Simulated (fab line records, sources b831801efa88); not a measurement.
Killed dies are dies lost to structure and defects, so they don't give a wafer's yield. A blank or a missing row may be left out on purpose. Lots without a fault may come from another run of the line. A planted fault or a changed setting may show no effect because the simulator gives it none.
A struck lot beside a sound one | flow sky130 | 43 steps out of a route of 708
Sound: wafers L226.1, L226.5, L226.6. Struck: wafers L244.3, L244.4, L244.5. The cause comes at the end.
At each step with rows: each side's tool, then ch and its chambers, then its first start. Under that, the readings that differ: sound wafers | struck wafers | difference of the means | sigmas: that difference in standard deviations of wafers without a fault.
alike: readings whose means differ by less than 2 such deviations, and words and numbers that are the same on both sides. not compared: withheld readings, readings that some wafer has no value for, bounds like >300 that may hide the same value, and numbers for which the record gives no deviation and whose values overlap.
The two part at a step that has a row with sigmas, a row that says differs or no value, or rows on one side only. Numbers that don't overlap but have no deviation are shown without sigmas and don't part them. A reading that every wafer of one side lacks parts them only if that side has two wafers or more.

SKY_POLY_GATE_CD_MEAS_22:
  sound on cd_sem-01, day 16 23:46; struck on cd_sem-01, day 23 08:56
  alike: cd_nm
then, 7 steps without rows for these wafers: SKY_LDD_N_DEHYDRATE_00 (time 60 s); SKY_LDD_N_HMDS_01 (prime time 60 s); SKY_LDD_N_COAT_02 (resist thk 300 nm); SKY_LDD_N_SOFTBAKE_03 (time 60 s); SKY_LDD_N_EXPOSE_04 (exposes mask NTM, target cd 840 nm); SKY_LDD_N_PEB_05; SKY_LDD_N_DEVELOP_06 (develop time 60 s).
SKY_LDD_N_OVL_MEAS_07:
  sound on overlay-02, day 18 04:26; struck on overlay-01, day 24 14:45
  alike: LDD_N_OVL
then, 3 steps without rows for these wafers: SKY_LDD_N_IMPLANT_08; SKY_LDD_N_IMPLANT_09; SKY_LDD_N_IMPLANT_10.
SKY_LDD_N_IMPLANT_11:
  sound on implanter-04 ch 0, day 18 04:55; struck on implanter-03 ch 0, day 24 15:16
then, 4 steps without rows for these wafers: SKY_LDD_N_IMPLANT_12; SKY_LDD_N_IMPLANT_13; SKY_LDD_N_IMPLANT_14; SKY_LDD_N_IMPLANT_15.
SKY_LDD_N_STRIP_16: strips in O2/N2.
  sound on plasma_asher-03 ch 0,1, day 18 07:59; struck on plasma_asher-02 ch 0,1, day 24 16:01
  reading                      | sound             | struck            | difference | sigmas
  strip_time_to_endpoint_s (s) | 4.367 4.353 4.338 | 4.294 4.283 4.291 | -0.063     | -4
  alike: drypump_motor_current_A, oes_product_au
  not compared: rf_hours_counter_h
SKY_LDD_N_TW_MEAS_17:
  sound on film_metro-03, day 18 08:05; struck on film_metro-03, day 24 16:05
  alike: LDD_N_TW
then, 7 steps without rows for these wafers: SKY_LDD_P_DEHYDRATE_00 (time 60 s); SKY_LDD_P_HMDS_01 (prime time 60 s); SKY_LDD_P_COAT_02 (resist thk 1140 nm); SKY_LDD_P_SOFTBAKE_03 (time 60 s); SKY_LDD_P_EXPOSE_04 (exposes mask PSDM, target cd 380 nm); SKY_LDD_P_PEB_05; SKY_LDD_P_DEVELOP_06 (develop time 60 s).
SKY_LDD_P_CD_MEAS_07: target cd 380 nm.
  sound on cd_sem-02, day 19 14:23; struck on cd_sem-02, day 25 20:53
  alike: cd_nm
SKY_LDD_P_OVL_MEAS_08:
  sound on overlay-01, day 19 14:31; struck on overlay-01, day 25 20:58
  alike: LDD_P_OVL
then, 1 step without rows for these wafers: SKY_LDD_P_IMPLANT_09.
SKY_LDD_P_STRIP_10: strips in O2/N2.
  sound on plasma_asher-03 ch 0,1, day 19 14:41; struck on plasma_asher-01 ch 0,1, day 25 21:11
  alike: drypump_motor_current_A, oes_product_au, strip_time_to_endpoint_s
  not compared: rf_hours_counter_h
SKY_LDD_P_TW_MEAS_11:
  sound on film_metro-02, day 19 14:47; struck on film_metro-04, day 25 21:16
  alike: LDD_P_TW
then, 7 steps without rows for these wafers: SKY_LDD_HVN_DEHYDRATE_00 (time 60 s); SKY_LDD_HVN_HMDS_01 (prime time 60 s); SKY_LDD_HVN_COAT_02 (resist thk 300 nm); SKY_LDD_HVN_SOFTBAKE_03 (time 60 s); SKY_LDD_HVN_EXPOSE_04 (exposes mask HVNTM, target cd 700 nm); SKY_LDD_HVN_PEB_05; SKY_LDD_HVN_DEVELOP_06 (develop time 60 s).
SKY_LDD_HVN_OVL_MEAS_07:
  sound on overlay-02, day 20 21:29; struck on overlay-02, day 27 02:21
  alike: LDD_HVN_OVL
then, 1 step without rows for these wafers: SKY_LDD_HVN_IMPLANT_08.
SKY_LDD_HVN_STRIP_09: strips in O2/N2.
  sound on plasma_asher-02 ch 0,1, day 20 21:40; struck on plasma_asher-01 ch 0,1, day 27 02:33
  alike: drypump_motor_current_A, oes_product_au, strip_time_to_endpoint_s
  not compared: rf_hours_counter_h
SKY_LDD_HVN_TW_MEAS_10:
  sound on film_metro-01, day 20 21:46; struck on film_metro-03, day 27 02:38
  alike: LDD_HVN_TW
-- the record jumps here: 23 days lie between the struck wafers' starts before and after (it left off in module LDD_HVN and takes up again in module PAD_OPEN, whose first step shown is number 708 of the route) --
SKY_PAD_OPEN_PROBE_99:
  sound on prober-01, day 46 01:42; struck on prober-01, day 50 01:07
  reading                                     | sound              | struck               | difference | sigmas
  model.etest.tip_n.rs_ohm_sq                 | 447.6 447.8 449.3  | 454.3 454.5 456.5    | +6.9       |
  model.etest.tip_n.rs_ohm_sq_range           | 17.44 13.73 9.449  | 21.39 26.57 30.28    | +12.54     |
  model.etest.tip_n.rs_ohm_sq_rim_less_centre | 16.22 6.083 -4.775 | -8.072 -14.25 -10.39 | -16.747    |
  alike: killed_at_M0_to_M3, killed_at_M4_up, killed_at_contacts, killed_at_front_end, killed_at_other, killed_dies, killed_on_rim, killed_open, killed_short

WHERE THEY PART
Only at SKY_LDD_N_STRIP_16, within this record. Later steps at which nothing parts them and some readings are alike: SKY_LDD_N_TW_MEAS_17, SKY_LDD_P_CD_MEAS_07, SKY_LDD_P_OVL_MEAS_08, SKY_LDD_P_STRIP_10, SKY_LDD_P_TW_MEAS_11, SKY_LDD_HVN_OVL_MEAS_07, SKY_LDD_HVN_STRIP_09, SKY_LDD_HVN_TW_MEAS_10, SKY_PAD_OPEN_PROBE_99.

WHY: what the simulator had put in
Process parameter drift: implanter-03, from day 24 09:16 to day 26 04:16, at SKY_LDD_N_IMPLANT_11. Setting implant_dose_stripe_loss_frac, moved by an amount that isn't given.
